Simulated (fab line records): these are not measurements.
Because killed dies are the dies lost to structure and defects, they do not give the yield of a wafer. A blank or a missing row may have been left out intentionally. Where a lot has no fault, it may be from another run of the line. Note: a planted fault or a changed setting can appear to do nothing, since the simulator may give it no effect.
Problem report in the 8D (eight disciplines) form, filled by code -- flow gf180mcu -- the parts of the form that need people (team, actions taken, sign-off) are left out

== 1. THE PROBLEM ==
At GF_M4_SPUTTER_03, cathode_dc_power_W averages 2721.3 W over 6 wafers from 2 lots, while fault-free wafers read 3000.0 W, standard deviation 0.57. So: -99 or more standard deviations from the usual mean.
The step: material Ti, target thk 10 nm, time 6.7 s.
First seen on wafer L773.1, day 28 00:00, on pvd_sputter-04. The record holds 42 wafers of 14 lots with a number at this step. Rule for "out" (also "out of limits"): further than 4 standard deviations from the usual mean. The rest of the wafers with a number are treated as sound.

== 2. WHAT THIS IS AND IS NOT ==
question,is,is not
which readings at this step,cathode_dc_power_W,throttle_valve_pct
which lots,"L773, L775","L756, L757, L758, L759, L760, L761, L762, L764, L766, L769, L778, L779"
which wafers of those lots,all that have a number,-
read on which tools,pvd_sputter-04,"pvd_sputter-01, pvd_sputter-02"
when,from day 28 00:00,"up to then (30 sound wafers); but 6 sound wafers of L778, L779 came after"

== 3. WHAT RULES OUT EACH SUSPECT ==
Counting: a tool at a process step up to the reading stays a suspect if it ran every lot that is out and no sound lot after the first of them.
- pvd_sputter-04 at GF_M4_SPUTTER_03 (material Ti, target thk 10 nm, time 6.7 s): kept. Every lot that is out went through it, starting with L773 (day 28 00:00), and after that it ran no sound lot; the last sound lot it ran before then is L766 (day 25 23:46). Its own cathode_dc_power_W readings are out on those wafers.
Remaining after the count: pvd_sputter-04 at GF_M4_SPUTTER_03.

== 4. THE CAUSE (what the simulator had put in) ==
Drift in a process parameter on pvd_sputter-04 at GF_M4_SPUTTER_03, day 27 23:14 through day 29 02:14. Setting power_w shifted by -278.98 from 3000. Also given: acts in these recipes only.
After counting, this tool was the only one left.

== 5. SEQUENCE OF EFFECTS, ordered by route ==
Each row: a reading where the mean over the struck wafers with a number is more than 3 standard deviations away from the usual. Readings are gone through only where the record gives a usual standard deviation; hours: the median, over the lots, of the time from a lot's start at the first step in this table giving one to that lot's start at this step; sigmas: the change measured in usual standard deviations.
hours,step,reading,usual,on struck wafers,change,sigmas
0,GF_M4_SPUTTER_03,cathode_dc_power_W,3000.0 W,2721.3,-278.7,-99 or more
It contains these process steps:
- GF_M4_SPUTTER_03: material Ti, target thk 10 nm, time 6.7 s.
Later steps that measure or inspect, where all struck wafers having a row at the step show a number for every such reading and not one has moved that far: GF_M4_THK_MEAS_06.

== 6. WHAT WOULD HAVE CAUGHT IT SOONER ==
In this record the first reading out of limits was taken at day 28 00:00, 1 hour after the fault began at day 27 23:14.
